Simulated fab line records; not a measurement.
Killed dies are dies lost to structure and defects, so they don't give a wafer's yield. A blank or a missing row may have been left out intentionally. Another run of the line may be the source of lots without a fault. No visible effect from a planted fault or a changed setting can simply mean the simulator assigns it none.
Problem report, 8D (eight disciplines) form, completed by code | flow gf180mcu | the parts of the form that need people (team, actions taken, sign-off) are left out

1. WHAT WENT WRONG
SAB_CVD_00_THK at GF_SAB_THK_MEAS_01 reads a mean of 43.9 nm on 6 wafers of 2 lots; wafers without a fault read 50.0 nm with a standard deviation of 0.69. Measured from the usual mean, that is -8.9 standard deviations.
Earliest sighting: wafer L933.3 on filmMetro-04 at day 17 02:07. Wafers with a number at this step in the record: 18, from 6 lots. By rule, "out" or "out of limits" means more than 4 standard deviations away from the usual mean. The other wafers with a number count as sound.

2. WHAT IT IS, WHAT IT ISN'T
question                    | is                         | is not
which readings at this step | SAB_CVD_00_THK             | -
which lots                  | L933, L937                 | L927, L941, L948, L949
which wafers of those lots  | all that have a number     | -
read on which gauges        | filmMetro-02, filmMetro-04 | filmMetro-01
when                        | from day 17 02:07          | up to then (3 sound wafers); but 9 sound wafers of L941, L948, L949 came after

3. WHAT RULES OUT EACH SUSPECT
Counting: a tool stays on the suspect list if, at a process step up to the reading, it processed all lots that are out and no sound lot following the first of them.
- the gauge at GF_SAB_THK_MEAS_01 has been ruled out. The wafers that are out were read on 2 gauges (filmMetro-02, filmMetro-04).
- rtpAnneal-02 at GF_PSD_RTA_13 (time 20 s): ruled out as a lasting fault. Following L933 (day 17 01:46), the first lot on it that is out, the sound lots L941, L948, L949 were run on it.
- pecvd-01 at GF_SAB_CVD_00 (deposits SiO2 from TEOS, target thk 50 nm, time 4.9302 s): kept. It processed each lot that is out, first L933 at day 17 02:04, and no sound lot thereafter; up to then, the last sound lot it processed was L927 at day 14 09:16.
After counting, what remains is pecvd-01 at GF_SAB_CVD_00.

4. THE CAUSE (what the simulator had put in)
Site profile drift: pecvd-01, from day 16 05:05 on, at GF_SAB_CVD_00. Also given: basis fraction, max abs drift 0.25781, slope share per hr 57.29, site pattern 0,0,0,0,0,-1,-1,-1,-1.
Only this tool survived the counting.

5. THE EFFECT CHAIN, in route order
Rows list readings where the struck wafers' mean (over those with a number) sits beyond 3 standard deviations from the usual. Scope: only readings with a usual standard deviation given in the record; hours: median across lots of the time from each lot's start at the first step in this table that gives one to its start at this step; sigmas: change in usual standard deviations.
hours | step               | reading        | usual   | on struck wafers | change | sigmas
0     | GF_SAB_THK_MEAS_01 | SAB_CVD_00_THK | 50.0 nm | 43.9             | -6.1   | -8.9

6. HOW IT WOULD HAVE BEEN CAUGHT EARLIER
In this record the first reading out of limits at a measuring or inspecting step was taken at day 17 02:07, 21 hours after the fault began at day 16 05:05.
Tool readings at GF_SAB_CVD_00 with a usual standard deviation given in the record: none out on any struck wafer, hence no alarm at a limit of 4 standard deviations on them.
Among the 2 lots that are out, L937 began GF_SAB_CVD_00 on pecvd-01 after day 17 02:07. Holding the tool at that time would have saved it.
